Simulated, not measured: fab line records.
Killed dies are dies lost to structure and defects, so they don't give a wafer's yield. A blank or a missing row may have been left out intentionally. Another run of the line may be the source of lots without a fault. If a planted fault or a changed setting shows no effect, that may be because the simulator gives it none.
Chamber matching ; flow sky130 ; 4 sister chambers for SKY_FIELD_ISO_CMP_27 on cmp-02
The step polishes, stops on Si3N4, t overpolish 16 s, target thk 457.8 nm. 4 wafers are shown with their chamber, then 8 later ones without.

WAFERS WITH THEIR CHAMBER
wafer;chamber;motor_current_A (A)
L389.1;3;12.2
L389.3;2;12.9
L391.6;1;12.6
L394.3;0;9.6

WAFERS WITHOUT THEIR CHAMBER
wafer;motor_current_A (A)
L394.4;12.5
L394.6;13.3
L399.1;14.0
L399.4;13.3
L399.5;11.8
L400.1;12.9
L400.5;12.4
L400.6;9.1

THE CHAMBER EACH PASSED THROUGH
wafer;from the rows above;in truth
L394.4;can't be placed: 1 or 3 or 2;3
L394.6;can't be placed: 2 or 1 or 3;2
L399.1;can't be placed: 2 or 1 or 3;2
L399.4;can't be placed: 2 or 1 or 3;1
L399.5;can't be placed: 3 or 1 or 2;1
L400.1;can't be placed: 2 or 1 or 3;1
L400.5;can't be placed: 1 or 3 or 2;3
L400.6;0;0
Correctly placed: 1 of 8. These rows do not allow placing 7 (true chamber among the candidates in 7). 0 placed wrongly.
How it was worked out, from the rows above alone: a wafer's distance from a chamber is the root of the sum, over the readings, of the square of ((its reading less the chamber's mean) divided by the reading's scatter). The wafer belongs to the nearest chamber; if the next one is less than 2 further off, it can't be placed. The mean given for a chamber averages the wafers shown for that chamber. The scatter: with one shown wafer a chamber, the root of the mean of the squares of how far each hidden wafer lies from its nearest shown one.
